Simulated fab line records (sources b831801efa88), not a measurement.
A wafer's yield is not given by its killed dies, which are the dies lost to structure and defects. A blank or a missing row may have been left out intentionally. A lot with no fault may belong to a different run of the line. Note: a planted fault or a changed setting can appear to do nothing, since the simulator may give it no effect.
Matching of chambers    flow sky130    cmp-02 running SKY_CONTACT_CMP_27: 4 sister chambers
The step polishes, stops on SiO2, t overpolish 15 s, target thk 0 nm. 18 wafers are shown with their chamber, then 9 later ones without.

## EACH WAFER AND ITS CHAMBER
wafer   chamber  motor-current-A (A)  time-to-endpoint-s (s)  overpolish-run-s (s)
L218.3  1        11.4                 78                      14.997
L218.5  2        11.3                 81                      14.998
L218.6  1        12.9                 71                      14.980
L219.1  0        10.5                 83                      15.011
L219.3  1        12.3                 80                      14.979
L219.5  3        10.7                 75                      15.008
L220.1  1        11.6                 78                      15.007
L220.4  3        11.3                 79                      15.002
L220.5  1        12.0                 83                      15.003
L221.2  1        12.7                 80                      14.996
L221.5  3        10.8                 77                      14.993
L221.6  2        12.1                 84                      15.006
L223.2  1        12.7                 84                      15.012
L223.4  3        10.7                 81                      15.005
L223.6  1        12.5                 77                      15.018
L224.3  3        10.5                 81                      14.988
L224.4  0        10.9                 84                      14.996
L224.6  0        10.2                 85                      15.007

SIGNATURES, as means of the wafers listed above
reading             chamber 0  chamber 1  chamber 2  chamber 3  scatter within a chamber
motor-current-A     10.533     12.262     11.700     10.800     0.465
time-to-endpoint-s  84.00      78.88      82.50      78.60      3.24
overpolish-run-s    15.00467   14.99900   15.00200   14.99920   0.0114
Rule: for each reading, subtract the chamber's mean from the wafer's reading, divide by that reading's scatter and square the result; add these up over the readings and take the root, which gives the wafer's distance from the chamber. The wafer belongs to the nearest chamber; if the next one is less than 2 further off, it can't be placed. How the scatter is found: for the shown wafers, subtract from each reading the mean of its chamber, square and add these, divide the total by (wafers less chambers), then take the root.

## WAFERS WHOSE CHAMBER IS MISSING
wafer   motor-current-A (A)  time-to-endpoint-s (s)  overpolish-run-s (s)
L228.2  10.3                 82                      14.991
L228.4  10.2                 80                      14.980
L228.5  11.2                 80                      15.008
L232.2  11.7                 80                      14.997
L232.3  11.3                 77                      14.995
L232.5  10.8                 80                      14.990
L236.2  12.2                 80                      15.002
L236.4  10.6                 84                      15.001
L236.5  11.7                 83                      14.984

## WHICH CHAMBER EACH WENT THROUGH
wafer   from the rows above                in truth
L228.2  can't be placed: 0 or 3 or 2       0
L228.4  can't be placed: 3 or 0 or 2       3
L228.5  can't be placed: 3 or 2 or 0 or 1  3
L232.2  can't be placed: 2 or 1 or 3 or 0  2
L232.3  can't be placed: 3 or 2 or 1 or 0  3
L232.5  can't be placed: 3 or 0 or 2       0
L236.2  can't be placed: 1 or 2            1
L236.4  can't be placed: 0 or 3            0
L236.5  can't be placed: 2 or 1 or 3 or 0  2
0 of 9 placed correctly. From these rows, 9 cannot be placed; in 9 the true chamber is one of the candidates. 0 placed wrongly.
